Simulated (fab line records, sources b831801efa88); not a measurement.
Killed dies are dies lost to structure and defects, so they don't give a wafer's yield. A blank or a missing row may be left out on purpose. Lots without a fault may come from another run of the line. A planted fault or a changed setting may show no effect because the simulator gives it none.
One fault seen from 2 desks | flow gf180mcu | each desk has only its own numbers; what lay behind them comes last

THE METROLOGY DESK
What the gauges read, lot by lot, whatever tool the lot ran on: means of the sampled wafers that have a number. A lot is out of limits, marked OUT, if its mean lies more than 4 standard deviations from the usual mean; the brackets give that distance.
Columns: A = V5_W_RS at GF_V5_RS_MEAS_24, usual 0.329 ohm/sq
lot  | first seen here | A
L665 | day 27 15:20    | 0.330
L666 | day 28 02:30    | 0.328
L667 | day 28 10:11    | 0.331
L669 | day 28 20:19    | 0.328
L670 | day 29 09:20    | 0.331
L672 | day 29 17:32    | 0.323
L673 | day 30 00:02    | 0.332
L674 | day 30 10:31    | 0.326
L675 | day 30 18:26    | 0.330
L677 | day 31 05:21    | 0.330
L679 | day 31 16:22    | 0.329
L683 | day 32 18:57    | 0.331
L685 | day 33 04:58    | 0.327
L687 | day 33 19:42    | 0.331
This desk's finding: nothing out of limits on any of the 14 lots.

THE TOOL OWNER'S DESK: pvd_sputter-01
The tool's own readings at GF_M2_SPUTTER_03 (material Ti, target thk 10 nm, time 6.7 s): means of the sampled wafers that have a number, for each lot that ran on this tool. A lot is out of limits, marked OUT, if its mean lies more than 4 standard deviations from the usual mean; the brackets give that distance.
Columns: A = throttle_valve_pct at GF_M2_SPUTTER_03, usual 29.9 %
lot  | first seen here | A
L667 | day 19 15:21    | 29.8
L669 | day 20 03:08    | 29.7
L670 | day 20 18:56    | 29.7
L683 | day 25 02:17    | 29.6
L685 | day 25 15:12    | 28.5
This desk's finding: nothing out of limits on any of the 5 lots.

PUT TOGETHER
The metrology desk saw nothing out of limits.
The tool owner's desk saw nothing out of limits.

WHAT THE SIMULATOR HAD PUT IN
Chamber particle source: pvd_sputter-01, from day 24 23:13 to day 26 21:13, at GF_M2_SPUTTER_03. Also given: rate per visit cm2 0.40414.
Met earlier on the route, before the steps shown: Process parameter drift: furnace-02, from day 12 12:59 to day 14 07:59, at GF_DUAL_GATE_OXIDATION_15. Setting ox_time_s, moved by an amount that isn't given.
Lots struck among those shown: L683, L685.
